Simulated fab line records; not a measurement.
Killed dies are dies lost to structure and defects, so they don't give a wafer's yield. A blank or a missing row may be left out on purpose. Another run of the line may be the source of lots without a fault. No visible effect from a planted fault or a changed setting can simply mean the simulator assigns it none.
Matching of chambers | flow sky130 | SKY_VIA3_CMP_02 on cmp-01 has 4 sister chambers
The step polishes SiO2. 14 wafers are shown with their chamber, then 7 later ones without.

WAFERS WITH THEIR CHAMBER
wafer  | chamber | motor-current-A (A) | retaining-ring-pressure-frac
L485.2 | 2       | 9.9                 | 1.007
L485.3 | 0       | 13.0                | 1.004
L485.6 | 3       | 10.2                | 0.996
L487.1 | 0       | 13.1                | 1.003
L487.5 | 1       | 10.7                | 0.999
L487.6 | 0       | 12.8                | 0.999
L493.4 | 2       | 9.5                 | 1.004
L493.5 | 0       | 13.1                | 1.000
L493.6 | 1       | 9.9                 | 1.007
L495.3 | 2       | 9.6                 | 1.005
L495.5 | 0       | 13.6                | 0.993
L495.6 | 3       | 10.1                | 0.989
L503.1 | 2       | 10.1                | 1.004
L503.3 | 0       | 13.1                | 0.999

SIGNATURES (averages over the wafers above)
reading                      | chamber 0 | chamber 1 | chamber 2 | chamber 3 | scatter within a chamber
motor-current-A              | 13.117    | 10.300    | 9.775     | 10.150    | 0.3
retaining-ring-pressure-frac | 0.99967   | 1.00300   | 1.00500   | 0.99250   | 0.00371
Rule: a wafer's distance from a chamber is the root of the sum, over the readings, of the square of ((its reading less the chamber's mean) divided by the reading's scatter). If the next closest chamber is less than 2 further off than the closest, the wafer can't be placed; otherwise it belongs to the closest. The scatter is the square root of a quotient: the sum, over the shown wafers, of each reading's squared deviation from its chamber's mean, divided by wafers minus chambers.

WAFERS MISSING THEIR CHAMBER
wafer  | motor-current-A (A) | retaining-ring-pressure-frac
L503.5 | 9.6                 | 0.998
L504.3 | 11.0                | 1.003
L504.5 | 13.3                | 1.006
L504.6 | 10.3                | 0.993
L506.3 | 13.3                | 0.988
L506.4 | 10.3                | 0.998
L506.5 | 9.9                 | 1.003

THE CHAMBER EACH PASSED THROUGH
wafer  | from the rows above          | in truth
L503.5 | can't be placed: 2 or 3 or 1 | 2
L504.3 | can't be placed: 1 or 3 or 2 | 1
L504.5 | 0                            | 0
L504.6 | 3                            | 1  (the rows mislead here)
L506.3 | 0                            | 0
L506.4 | can't be placed: 1 or 3 or 2 | 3
L506.5 | can't be placed: 2 or 1      | 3
Placed correctly: 2 of 7. From these rows, 4 cannot be placed; in 3 the true chamber is one of the candidates. Number placed wrongly: 1.
